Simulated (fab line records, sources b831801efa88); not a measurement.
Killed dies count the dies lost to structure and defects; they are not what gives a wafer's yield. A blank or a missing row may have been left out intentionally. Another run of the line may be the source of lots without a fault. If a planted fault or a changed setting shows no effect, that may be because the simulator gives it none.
fab line records    flow sky130    part 1 of 2: steps 1 to 42 of 43
record: lots: 6  wafers: 18  lastDay: 50
route steps=708 shown VIA2@525 METAL3@532 CAPM@537 PAD_OPEN@708
lots untouched by any fault: they come from a run of this same line in which no faults occurred
startH: the number of hours between the record's first day and the start of the first shown wafer of the lot    waitH: how many hours have passed since the lot's step before this one    " as in the row above    L1.1+2: a row that stands for several wafers    - no value, or no start was given    * or withheld: withheld    < > ~ a bound
route shown NAME@n: a module of which the file shows steps, and the number in the route of the first    usual: average and standard deviation across the fault-free wafers    same: alike in all rows    chamber/n: place in a boat    sites: each site's reading    _std_site: their standard deviation    _edge_site: inner sites' mean taken away from outer sites' mean    radiusMm: for every site, how far away it sits from the centre of the wafer    mask NAME#n: copy n    behind: the last tool/chamber to shape the wafer    hold: why the lot was held/for how many hours/how that ended    device: whichever transistor did not switch (one of n, p or np)    end of line: at the end of the route, the tests of the same wafers    a step given without rows: its recipe and nothing more    killed: not the wafer's yield, but the dies lost to structure and defects at the first sort    map: a wafer's dies, x killed, . not, _ none there
set.NAME: the setting that was run; set.NAME@STEP: the one run at that earlier step    model.NAME: the simulator's own value behind a step, which no gauge read
lots at selected steps of the route; one table per step, one row per wafer
services: the hour from which a tool's chamber was out of use, counted from the record's first day as startH (under 0 if before that day), plus the number of hours and why
== steps ==
step: SKY_VIA2_CLEAN_18
recipe: chemistry: IPA  timeS: 180  tempC: 25
step: SKY_VIA2_CLEAN_19
recipe: chemistry: O3/DIW  dry: n2Spin
step: SKY_VIA2_SPUTTER_20
recipe: material: TiN  targetThkNm: 20  chamberPressurePa: 5  powerW: 4000  timeS: 80
usual: throttleValvePct: 30.4/0.69
lot.wafer  tool           chamber  startH   waitH  throttleValvePct
L696.2     pvdSputter-03  -        924.03   0.0    29.7
L696.3     "              -        "        "      31.0
L696.4     "              -        "        "      31.3
L698.4     pvdSputter-04  -        934.76   0.0    30.8
L698.5     "              -        "        "      31.2
L698.6     "              -        "        "      30.0
L706.1     pvdSputter-03  -        993.06   0.0    30.7
L706.2     "              -        "        "      31.3
L706.6     "              -        "        "      31.1
L708.2     pvdSputter-03  -        996.87   0.0    30.8
L708.3     "              -        "        "      30.7
L708.6     "              -        "        "      30.6
L709.1     pvdSputter-01  -        1003.97  0.0    30.8
L709.3     "              -        "        "      29.3
L709.6     "              -        "        "      29.1
L710.1     pvdSputter-01  -        1006.38  0.0    30.5
L710.2     "              -        "        "      30.5
L710.5     "              -        "        "      29.0
step: SKY_VIA2_CVD_21
recipe: material: W  targetThkNm: 420  timeS: 126.4  tempC: 400  pressureTorr: 40
usual: chamberPressureTorr: 40.01/0.081  heaterPowerW: 860/150
lot.wafer  tool     chamber  startH   waitH  chamberPressureTorr  heaterPowerW
L696.2     cvdW-02  1        924.09   0.0    39.96                794
L696.3     "        0        "        "      39.86                821
L696.4     "        1        "        "      40.13                799
L698.4     cvdW-01  1        934.86   0.1    40.11                1084
L698.5     "        1        "        "      40.05                1074
L698.6     "        0        "        "      39.89                699
L706.1     cvdW-01  1        993.12   0.0    40.02                1050
L706.2     "        0        "        "      40.02                711
L706.6     "        1        "        "      40.07                1080
L708.2     cvdW-01  0        996.94   0.0    40.01                702
L708.3     "        0        "        "      39.99                713
L708.6     "        1        "        "      39.96                1068
L709.1     cvdW-02  1        1004.03  0.0    40.14                787
L709.3     "        0        "        "      40.06                866
L709.6     "        1        "        "      40.15                792
L710.1     cvdW-01  0        1006.44  0.0    39.97                694
L710.2     "        1        "        "      40.06                1058
L710.5     "        1        "        "      39.98                1098
step: SKY_VIA2_RS_MEAS_22
recipe: thkMeasGauge: four-point-probe  reads: W_of_VIA2_CVD_21+TiN_of_VIA2_SPUTTER_20
usual: VIA2_W_RS: 0.271/0.0033
lot.wafer  tool          chamber  startH   waitH  VIA2_W_RS[ohm/sq]
L696.2     filmMetro-04  -        924.24   0.1    0.268
L696.3     "             -        "        "      0.272
L696.4     "             -        "        "      0.271
L698.4     filmMetro-04  -        935.01   0.1    0.268
L698.5     "             -        "        "      0.269
L698.6     "             -        "        "      0.267
L706.1     filmMetro-01  -        993.27   0.1    0.268
L706.2     "             -        "        "      0.271
L706.6     "             -        "        "      0.267
L708.2     filmMetro-04  -        997.09   0.1    0.270
L708.3     "             -        "        "      0.267
L708.6     "             -        "        "      0.267
L709.1     filmMetro-01  -        1004.16  0.1    0.272
L709.3     "             -        "        "      0.274
L709.6     "             -        "        "      0.269
L710.1     filmMetro-03  -        1006.57  0.1    0.273
L710.2     "             -        "        "      0.273
L710.5     "             -        "        "      0.274
step: SKY_VIA2_THK_MEAS_23
recipe: thkMeasGauge: xrf  reads: W_of_VIA2_CVD_21
usual: VIA2_W_THK: 430/8
lot.wafer  tool          chamber  startH   waitH  VIA2_W_THK[nm]
L696.2     filmMetro-04  -        924.35   0.1    428
L696.3     "             -        "        "      425
L696.4     "             -        "        "      424
L698.4     filmMetro-04  -        935.10   0.1    428
L698.5     "             -        "        "      431
L698.6     "             -        "        "      430
L706.1     filmMetro-01  -        993.39   0.1    438
L706.2     "             -        "        "      432
L706.6     "             -        "        "      439
L708.2     filmMetro-04  -        997.20   0.1    426
L708.3     "             -        "        "      433
L708.6     "             -        "        "      433
L709.1     filmMetro-01  -        1004.28  0.1    430
L709.3     "             -        "        "      434
L709.6     "             -        "        "      438
L710.1     filmMetro-03  -        1006.69  0.1    428
L710.2     "             -        "        "      429
L710.5     "             -        "        "      426
step: SKY_VIA2_CMP_24
recipe: stopOn: SiO2  tOverpolishS: 20  downForcePsi: 3.5  platenRpm: 60  targetThkNm: 0  padVelocityMS: 0.94248
step: SKY_METAL3_SPUTTER_00
recipe: material: Ti  targetThkNm: 15  powerW: 3000  timeS: 10  chamberPressurePa: 0.4
usual: throttleValvePct: 30.3/0.62
lot.wafer  tool           chamber  startH   waitH  throttleValvePct
L696.2     pvdSputter-04  -        924.70   0.2    30.4
L696.3     "              -        "        "      29.7
L696.4     "              -        "        "      31.0
L698.4     pvdSputter-04  -        935.43   0.1    30.6
L698.5     "              -        "        "      29.8
L698.6     "              -        "        "      30.6
L706.1     pvdSputter-02  -        993.75   0.1    29.9
L706.2     "              -        "        "      31.1
L706.6     "              -        "        "      29.3
L708.2     pvdSputter-03  -        997.55   0.1    30.7
L708.3     "              -        "        "      30.5
L708.6     "              -        "        "      31.3
L709.1     pvdSputter-04  -        1004.64  0.2    30.8
L709.3     "              -        "        "      30.1
L709.6     "              -        "        "      29.9
L710.1     pvdSputter-02  -        1007.05  0.2    29.8
L710.2     "              -        "        "      29.4
L710.5     "              -        "        "      31.1
step: SKY_METAL3_SPUTTER_01
recipe: material: TiN  targetThkNm: 20  powerW: 6500  timeS: 16.7  chamberPressurePa: 0.4
step: SKY_METAL3_SPUTTER_02
recipe: material: AlCu  targetThkNm: 735  powerW: 10600  timeS: 39.1  chamberPressurePa: 0.4
step: SKY_METAL3_SPUTTER_03
recipe: material: Ti  targetThkNm: 5  powerW: 3000  timeS: 3.3  chamberPressurePa: 0.4
step: SKY_METAL3_SPUTTER_04
recipe: material: TiN  targetThkNm: 70  powerW: 6500  timeS: 58.3  chamberPressurePa: 0.4
step: SKY_CAPM_CVD_00
recipe: material: SiO2  targetThkNm: 15.5  tempC: 400  timeS: withheld  rfW: 450
usual: heaterPowerW: 662/94  rfFwdPowerW: 442.9/2.5
lot.wafer  tool      chamber  startH   waitH  heaterPowerW  rfFwdPowerW  model.SiO2_of_CAPM_CVD_00.thkNm
L696.2     pecvd-02  1        924.85   0.0    652           439.5        15.35
L696.3     "         2        "        "      567           439.8        15.17
L696.4     "         1        "        "      663           439.1        15.76
L698.4     pecvd-01  2        935.60   0.0    809           444.0        15.58
L698.5     "         1        "        "      682           446.0        15.62
L698.6     "         0        "        "      674           443.4        15.77
L706.1     pecvd-01  2        993.91   0.0    843           370.3        14.48
L706.2     "         1        "        "      794           375.6        14.52
L706.6     "         2        "        "      820           371.3        14.6
L708.2     pecvd-01  2        997.70   0.0    752           368.6        14.63
L708.3     "         1        "        "      765           374.6        14.71
L708.6     "         2        "        "      730           369.0        14.66
L709.1     pecvd-04  2        1004.82  0.0    640           446.9        15.4
L709.3     "         1        "        "      647           442.8        15.78
L709.6     "         2        "        "      647           444.8        15.69
L710.1     pecvd-02  0        1007.21  0.0    444           440.9        15.42
L710.2     "         2        "        "      637           438.6        15.23
L710.5     "         0        "        "      435           441.8        15.7
step: SKY_CAPM_THK_MEAS_01
recipe: reads: SiO2_of_CAPM_CVD_00
usual: CAPM_CVD_00_THK: 15.51/0.19
lot.wafer  tool          chamber  startH   waitH  hold                     CAPM_CVD_00_THK[nm]
L696.2     filmMetro-03  -        924.88   -      -                        15.34
L696.3     "             -        "        "      -                        15.17
L696.4     "             -        "        "      -                        15.77
L698.4     filmMetro-02  -        935.64   -      -                        15.60
L698.5     "             -        "        "      -                        15.59
L698.6     "             -        "        "      -                        15.76
L706.1     filmMetro-03  -        993.94   -      awaitDispo/0.2h/release  14.46
L706.2     "             -        "        "      awaitDispo/0.2h/release  14.56
L706.6     "             -        "        "      awaitDispo/0.2h/release  14.61
L706.1     filmMetro-03  -        994.23   0.3    -                        14.41
L706.2     "             -        "        "      -                        14.52
L706.6     "             -        "        "      -                        14.61
L708.2     filmMetro-04  -        997.74   -      awaitDispo/0.2h/release  14.66
L708.3     "             -        "        "      awaitDispo/0.2h/release  14.74
L708.6     "             -        "        "      awaitDispo/0.2h/release  14.64
L708.2     filmMetro-04  -        997.97   0.2    -                        14.62
L708.3     "             -        "        "      -                        14.70
L708.6     "             -        "        "      -                        14.65
L709.1     filmMetro-04  -        1004.85  -      -                        15.42
L709.3     "             -        "        "      -                        15.78
L709.6     "             -        "        "      -                        15.69
L710.1     filmMetro-02  -        1007.23  -      -                        15.42
L710.2     "             -        "        "      -                        15.21
L710.5     "             -        "        "      -                        15.71
step: SKY_CAPM_RS_MEAS_03
recipe: thkMeasGauge: four-point-probe  reads: TiN_of_CAPM_SPUTTER_02
usual: CAPM_TIN_RS: 6.90/0.075
lot.wafer  tool          chamber  startH   waitH  CAPM_TIN_RS[ohm/sq]
L696.2     filmMetro-04  -        925.06   0.1    6.95
L696.3     "             -        "        "      6.86
L696.4     "             -        "        "      6.97
L698.4     filmMetro-03  -        935.84   0.1    6.74
L698.5     "             -        "        "      6.85
L698.6     "             -        "        "      6.77
L708.2     filmMetro-02  -        1002.29  0.2    6.87
L708.3     "             -        "        "      6.92
L708.6     "             -        "        "      6.91
L709.1     filmMetro-02  -        1005.03  0.1    6.95
L709.3     "             -        "        "      6.94
L709.6     "             -        "        "      6.93
L706.1     filmMetro-03  -        1006.96  0.1    6.99
L706.2     "             -        "        "      6.99
L706.6     "             -        "        "      6.98
L710.1     filmMetro-04  -        1007.40  0.1    6.88
L710.2     "             -        "        "      6.91
L710.5     "             -        "        "      6.83
step: SKY_CAPM_THK_MEAS_04
recipe: thkMeasGauge: xrf  reads: TiN_of_CAPM_SPUTTER_02
usual: CAPM_TIN_THK: 201.8/2.5
lot.wafer  tool          chamber  startH   waitH  CAPM_TIN_THK[nm]
L696.2     filmMetro-04  -        925.17   0.1    200.8
L696.3     "             -        "        "      202.7
L696.4     "             -        "        "      199.9
L698.4     filmMetro-03  -        935.93   0.1    206.9
L698.5     "             -        "        "      203.0
L698.6     "             -        "        "      205.0
L708.2     filmMetro-02  -        1002.40  0.1    202.8
L708.3     "             -        "        "      200.5
L708.6     "             -        "        "      200.8
L709.1     filmMetro-02  -        1005.15  0.1    200.4
L709.3     "             -        "        "      199.7
L709.6     "             -        "        "      201.3
L706.1     filmMetro-03  -        1007.08  0.1    199.4
L706.2     "             -        "        "      200.4
L706.6     "             -        "        "      199.3
L710.1     filmMetro-04  -        1007.52  0.1    201.1
L710.2     "             -        "        "      201.3
L710.5     "             -        "        "      203.5
step: SKY_CAPM_DEHYDRATE_05
recipe: tempC: 200  timeS: 60
step: SKY_CAPM_HMDS_06
recipe: primeTimeS: 60  primeTempC: 120
step: SKY_CAPM_COAT_07
recipe: resist: NOVOLAK  spinRpm: 3000  resistThkNm: 1140
step: SKY_CAPM_SOFTBAKE_08
recipe: tempC: 90  timeS: 60  resist: NOVOLAK
step: SKY_CAPM_EXPOSE_09
recipe: maskId: CAPM  na: 0.6  sourceShape: conventional  sigmaOuter: 0.6  polarization: unpolarized  targetCdNm: 1000  doseMj: 159
step: SKY_CAPM_PEB_10
recipe: tempC: withheld  timeS: *  resist: NOVOLAK
step: SKY_CAPM_DEVELOP_11
recipe: resist: NOVOLAK  developer: TMAH  developTimeS: 60  devTempC: 23
step: SKY_CAPM_OVL_MEAS_12
usual: CAPM_OVL: -0.4/1.3
lot.wafer  tool        chamber  startH   waitH  CAPM_OVL[nm]
L696.2     overlay-01  -        949.27   0.1    -0.4
L696.3     "           -        "        "      -1.2
L696.4     "           -        "        "      -2.5
L698.4     overlay-01  -        959.64   0.1    -1.8
L698.5     "           -        "        "      -2.9
L698.6     "           -        "        "      -1.8
L706.1     overlay-01  -        1016.78  0.1    -0.8
L706.2     "           -        "        "      -2.9
L706.6     "           -        "        "      0.0
L708.2     overlay-02  -        1019.50  0.1    -1.3
L708.3     "           -        "        "      0.5
L708.6     "           -        "        "      1.4
L709.1     overlay-01  -        1026.96  0.1    -0.2
L709.3     "           -        "        "      0.2
L709.6     "           -        "        "      0.5
L710.1     overlay-01  -        1029.03  0.1    -1.0
L710.2     "           -        "        "      -1.6
L710.5     "           -        "        "      0.2
step: SKY_CAPM_METAL_ETCH_13
recipe: targetDepthNm: 220  stopOn: SiO2  chemistry: Cl2/BCl3  target: TiN  pressureMtorr: 10  icpW: 900  biasW: 48.5  Cl2_flow_sccm: 60  bcl3FlowSccm: 30  timeS: 62.9
usual: drypumpMotorCurrentA: 5.7/0.48  oesProductAu: 0.943/0.0074  throttleValvePct: 21.902/0.0097
lot.wafer  tool         chamber  startH   waitH  drypumpMotorCurrentA  oesProductAu  rfHoursCounterH  throttleValvePct
L696.2     rieMetal-04  0        949.30   0.0    5.7                   0.946         1                21.890
L696.3     "            0        "        "      5.7                   0.944         -                21.895
L696.4     "            1        "        "      6.5                   0.937         -                21.905
L698.4     rieMetal-01  0        959.69   0.0    5.9                   0.958         -                21.894
L698.5     "            1        "        "      5.1                   0.952         -                21.885
L698.6     "            0        "        "      5.9                   0.950         -                21.890
L706.1     rieMetal-03  1        1016.81  0.0    5.1                   0.939         17               21.897
L706.2     "            0        "        "      5.8                   0.939         13               21.915
L706.6     "            1        "        "      5.1                   0.940         -                21.928
L708.2     rieMetal-04  1        1019.53  0.0    6.4                   0.957         11               21.902
L708.3     "            0        "        "      5.7                   0.933         -                21.897
L708.6     "            0        "        "      5.7                   0.945         -                21.918
L709.1     rieMetal-03  0        1027.00  0.0    5.8                   0.942         14               21.913
L709.3     "            0        "        "      5.8                   0.943         -                21.885
L709.6     "            1        "        "      5.1                   0.931         -                21.908
L710.1     rieMetal-01  1        1029.06  0.0    5.1                   0.950         12               21.897
L710.2     "            0        "        "      5.9                   0.946         14               21.907
L710.5     "            1        "        "      5.1                   0.946         -                21.911
step: SKY_CAPM_STRIP_14
recipe: chemistry: O2/N2  powerW: 1400  pressureMtorr: 1500  platenTempC: withheld  o2FlowSccm: 3000  n2FlowSccm: 300  overashFraction: 0.5
step: SKY_CAPM_STRIP_15
recipe: chemistry: postEtchResidueRemover  timeS: 1200  tempC: 72.5
step: SKY_CAPM_CLEAN_16
recipe: chemistry: IPA  timeS: 180  tempC: 25
step: SKY_CAPM_CLEAN_17
recipe: chemistry: O3/DIW  dry: n2Spin
step: SKY_METAL3_DEHYDRATE_05
recipe: tempC: 200  timeS: 60
step: SKY_METAL3_HMDS_06
recipe: primeTimeS: 60  primeTempC: 120
step: SKY_METAL3_COAT_07
recipe: resist: BARC  tempC: withheld  timeS: withheld  spinRpm: 3000  resistThkNm: 60
step: SKY_METAL3_COAT_08
recipe: resist: KrF-thick  spinRpm: 3000  resistThkNm: 1140
step: SKY_METAL3_SOFTBAKE_09
recipe: tempC: 100  timeS: 90  resist: KrF-thick
step: SKY_METAL3_EXPOSE_10
recipe: maskId: MM3  na: 0.68  sourceShape: annular  sigmaInner: 0.4  sigmaOuter: 0.8  targetCdNm: 300  doseMj: 28
step: SKY_METAL3_PEB_11
recipe: pebTempC: withheld  pebTimeS: withheld  resist: KrF-thick
step: SKY_METAL3_DEVELOP_12
recipe: developTimeS: 60  resist: KrF-thick  devTempC: 21
step: SKY_METAL3_CD_MEAS_13
recipe: targetCdNm: 300
usual: cdNm: 299.8/1.7
lot.wafer  tool      chamber  startH   waitH  cdNm
L696.2     cdSem-02  -        971.48   -      300.6
L696.3     "         -        "        "      298.8
L696.4     "         -        "        "      299.2
L698.4     cdSem-02  -        983.39   -      299.9
L698.5     "         -        "        "      299.7
L698.6     "         -        "        "      298.9
L706.1     cdSem-01  -        1040.26  -      297.8
L706.2     "         -        "        "      297.8
L706.6     "         -        "        "      295.9
L708.2     cdSem-01  -        1042.66  -      300.8
L708.3     "         -        "        "      299.9
L708.6     "         -        "        "      301.2
L709.1     cdSem-02  -        1049.86  -      300.9
L709.3     "         -        "        "      301.6
L709.6     "         -        "        "      300.2
L710.1     cdSem-02  -        1051.43  -      299.4
L710.2     "         -        "        "      297.8
L710.5     "         -        "        "      297.8
step: SKY_METAL3_OVL_MEAS_14
usual: METAL3_OVL: 1/4.5
lot.wafer  tool        chamber  startH   waitH  METAL3_OVL[nm]
L696.2     overlay-01  -        971.59   0.1    2
L696.3     "           -        "        "      -1
L696.4     "           -        "        "      -2
L698.4     overlay-02  -        983.46   0.1    2
L698.5     "           -        "        "      -3
L698.6     "           -        "        "      -2
L706.1     overlay-01  -        1040.38  0.1    0
L706.2     "           -        "        "      7
L706.6     "           -        "        "      8
L708.2     overlay-02  -        1042.77  0.1    1
L708.3     "           -        "        "      6
L708.6     "           -        "        "      -2
L709.1     overlay-01  -        1049.98  0.1    5
L709.3     "           -        "        "      -2
L709.6     "           -        "        "      11
L710.1     overlay-01  -        1051.55  0.1    -5
L710.2     "           -        "        "      1
L710.5     "           -        "        "      -2
step: SKY_METAL3_DESCUM_15
recipe: chemistry: O2  sourcePowerW: 150  biasPowerW: 0  pressureMtorr: 10  tempC: 40  timeS: 8
step: SKY_METAL3_ETCH_16
recipe: chemistry: N2/H2  target: BARC  ionEnergyEv: 200  biasW: 100  pressureMtorr: 30  n2FlowSccm: 100  h2FlowSccm: 200  icpW: 500  stopOn: SiO2  timeS: 88.2  targetDepthA: 600
usual: drypumpMotorCurrentA: 5.8/0.48  oesProductAu: 0.625/0.0044  throttleValvePct: 13.205/0.0091
lot.wafer  tool         chamber  startH   waitH  drypumpMotorCurrentA  oesProductAu  rfHoursCounterH  throttleValvePct
L696.2     rieMetal-04  0        971.65   0.0    5.7                   0.619         3                13.197
L696.3     "            0        "        "      5.7                   0.627         -                13.197
L696.4     "            1        "        "      6.5                   0.628         -                13.213
L698.4     rieMetal-03  1        983.55   0.0    5.1                   0.627         -                13.209
L698.5     "            0        "        "      5.8                   0.625         -                13.197
L698.6     "            1        "        "      5.1                   0.619         -                13.217
L706.1     rieMetal-04  0        1040.45  0.0    5.7                   0.627         6                13.194
L706.2     "            1        "        "      6.5                   0.626         12               13.226
L706.6     "            0        "        "      5.7                   0.630         -                13.204
L708.2     rieMetal-04  1        1042.83  0.0    6.5                   0.618         13               13.203
L708.3     "            1        "        "      6.5                   0.619         -                13.208
L708.6     "            1        "        "      6.5                   0.624         -                13.196
L709.1     rieMetal-03  1        1050.05  0.0    5.1                   0.632         20               13.204
L709.3     "            1        "        "      5.1                   0.622         -                13.198
L709.6     "            0        "        "      5.8                   0.626         -                13.207
L710.1     rieMetal-02  0        1051.61  0.0    6.1                   0.626         16               13.203
L710.2     "            1        "        "      5.4                   0.628         18               13.206
L710.5     "            1        "        "      5.4                   0.622         -                13.196
step: SKY_METAL3_ETCH_17
recipe: target: SiO2  stopOn: TiN  chemistry: C4F8/O2/Ar  sourceW: 1500  biasW: 1200  pressureMtorr: 40  c4f8FlowSccm: withheld  O2_flow_sccm: 6  Ar_flow_sccm: 300  timeS: 3.9  targetDepthA: 150
usual: oesProductAu: 0.754/0.0063
lot.wafer  tool        chamber  startH   waitH  oesProductAu  rfHoursCounterH  model.etch.depthNm
L696.2     rieDiel-01  0        971.75   0.1    0.748         10               15.35
L696.3     "           2        "        "      0.756         17               15.17
L696.4     "           1        "        "      0.755         21               15.76
L698.4     rieDiel-04  1        983.61   0.0    0.757         13               15.58
L698.5     "           1        "        "      0.755         -                15.62
L698.6     "           2        "        "      0.763         -                15.77
L706.1     rieDiel-02  2        1040.55  0.1    0.730         12               14.48
L706.2     "           0        "        "      0.724         16               14.52
L706.6     "           3        "        "      0.731         -                14.6
L708.2     rieDiel-02  2        1042.93  0.1    0.739         12               14.63
L708.3     "           3        "        "      0.736         7                14.71
L708.6     "           3        "        "      0.736         -                14.66
L709.1     rieDiel-04  3        1050.15  0.1    0.749         22               15.4
L709.3     "           2        "        "      0.761         20               15.78
L709.6     "           1        "        "      0.759         -                15.69
L710.1     rieDiel-02  2        1051.71  0.1    0.751         13               15.42
L710.2     "           0        "        "      0.751         17               15.23
L710.5     "           2        "        "      0.761         -                15.7
== key ==
firstSign: step: SKY_CAPM_CVD_00  reading: rfFwdPowerW  direction: down  sigmas: 29  usual: 442.9  struck: 371.6
effect: step: SKY_CAPM_THK_MEAS_01  reading: visit  direction: added
effect: step: SKY_METAL3_ETCH_17  reading: oesProductAu  direction: down  sigmas: 3.4  usual: 0.754  struck: 0.733
modelEffect: step: SKY_CAPM_CVD_00  value: SiO2_of_CAPM_CVD_00.thkNm  without: 15.39  struck: 14.6
modelEffect: step: SKY_METAL3_ETCH_17  value: etch.depthNm  without: 15.39  struck: 14.6
modelEffect: step: SKY_PAD_OPEN_PROBE_99  value: etest.capMim.bvV  without: 13.96  struck: 13.24
metAt SKY_CAPM_CVD_00
struckWafers L706.1,L706.2,L706.6,L708.2,L708.3,L708.6
onsetBetween 935.60 993.91
fault: kind: processParameterDrift  tool: pecvd-01  chamber: -  onsetH: 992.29  steps: SKY_CAPM_CVD_00  channel: rfW  offset: -72  shape: step  endH: 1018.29  actsIn: theseRecipesOnly  stated: 450
